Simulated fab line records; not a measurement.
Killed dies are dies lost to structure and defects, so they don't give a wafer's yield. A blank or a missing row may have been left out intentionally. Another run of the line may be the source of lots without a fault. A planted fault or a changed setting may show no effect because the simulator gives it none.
A struck lot beside a sound one -- flow sky130 -- 15 out of 708 route steps
Sound: these wafers, L508.2, L508.4, L508.5. Wafers L497.1, L497.5, L497.6 were the ones struck. The cause comes at the end.
For every step that has rows: the tool of each side, followed by ch and its chambers, followed by its first start. Under that, the readings that differ: sound wafers -- struck wafers -- difference of the means -- sigmas: that difference in standard deviations of wafers without a fault.
alike: words and numbers the same on both sides, and readings whose means are apart by under 2 such deviations; not compared: readings that were withheld, readings missing a value for some wafer, numbers with overlapping values and no deviation given by the record, and bounds like >300 which may hide the same value.
The two part at a step that has a row with sigmas, a row that says differs or no value, or rows on one side only. Numbers that have no deviation but don't overlap get no sigmas and don't part them. Lack of a reading on every wafer of one side parts them only where that side has two or more wafers.

SKY_METAL3_ETCH_16: etches BARC in N2/H2, stops on SiO2, time 88.2 s, target depth 60 nm.
  sound on rie_metal-03 ch 0,1, day 43 08:23; struck on rie_metal-02 ch 0,1, day 39 16:17
  alike: drypump_motor_current_A, oes_product_au, rf_fwd_power_W, throttle_valve_pct
  not compared: rf_hours_counter_h
SKY_METAL3_ETCH_17: etches SiO2 in C4F8/O2/Ar, stops on TiN, time 3.9 s, target depth 15 nm.
  sound on rie_diel-03 ch 0,1,3, day 43 08:29; struck on rie_diel-03 ch 0,1,2, day 39 16:23
  alike: oes_product_au, rf_fwd_power_W
  not compared: rf_hours_counter_h
SKY_METAL3_METAL_ETCH_18: etches the open film in Cl2/BCl3, stops on SiO2, target depth 845 nm, time 183.1 s.
  sound on rie_metal-01 ch 0, day 43 08:31; struck on rie_metal-03 ch 0,1, day 39 16:25
  alike: bcl3_flow_sccm, drypump_motor_current_A, oes_product_au, rf_fwd_power_W, throttle_valve_pct
  not compared: rf_hours_counter_h
SKY_METAL3_STRIP_19: strips in O2/N2.
  sound on plasma_asher-03 ch 0,1, day 43 08:41; struck on plasma_asher-02 ch 0,1, day 39 16:35
  alike: drypump_motor_current_A, oes_product_au, strip_time_to_endpoint_s
  not compared: rf_hours_counter_h
then, 4 steps without rows for these wafers: SKY_METAL3_STRIP_20 (strips in post etch residue remover, time 1200 s); SKY_METAL3_CLEAN_21 (cleans in IPA, time 180 s); SKY_METAL3_CLEAN_22 (cleans in O3/DIW); SKY_VIA3_HDPCVD_00 (deposits SiO2, target thk 1635 nm, time 272.5 s).
SKY_VIA3_THK_MEAS_01:
  sound on film_metro-01, day 43 09:29; struck on film_metro-02, day 39 17:26
  alike: VIA3_HDPCVD_THK
SKY_VIA3_CMP_02: polishes SiO2.
  sound on cmp-02 ch 0,2,3, day 43 09:35; struck on cmp-01 ch 2,3, day 39 17:29
  alike: motor_current_A
SKY_VIA3_BOW_MEAS_03:
  sound on film_metro-01, day 43 09:52; struck on film_metro-01, day 39 17:47
  alike: VIA3_BOW
then, 1 step without rows for these wafers: SKY_VIA3_DEHYDRATE_04 (time 60 s).
SKY_VIA3_HMDS_05: prime time 60 s.
  sound on litho_track-03 ch 0, day 43 20:37; struck on litho_track-03 ch 0, day 40 05:32
reading,sound,struck,difference,sigmas
prime_temp_c (C),120.29 120.25 120.09,124.58 124.81 124.49,+4.42,+29
then, 1 step without rows for these wafers: SKY_VIA3_COAT_06 (resist thk 60 nm).
-- the record jumps here: 7 days lie between the struck wafers' starts before and after (it left off in module VIA3 and takes up again in module PAD_OPEN, whose first step shown is number 708 of the route) --
SKY_PAD_OPEN_PROBE_99:
  sound on prober-02, day 49 16:10; struck on prober-01, day 46 17:38
  alike: defect_limited_yield, killed_at_M0_to_M3, killed_at_M4_up, killed_at_contacts, killed_at_front_end, killed_at_other, killed_dies, killed_open, killed_short, sort_bin_3_pad_short, sort_bin_5_function, sort_bin_6_memory, sort_n_pass, sort_yield_pct

WHERE THEY PART
SKY_VIA3_HMDS_05 only, going by this record. Later steps at which nothing parts them and some readings are alike: SKY_PAD_OPEN_PROBE_99.

WHY: what had been put in by the simulator
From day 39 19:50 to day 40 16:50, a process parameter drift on litho_track-03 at SKY_VIA3_HMDS_05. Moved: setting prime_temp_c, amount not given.
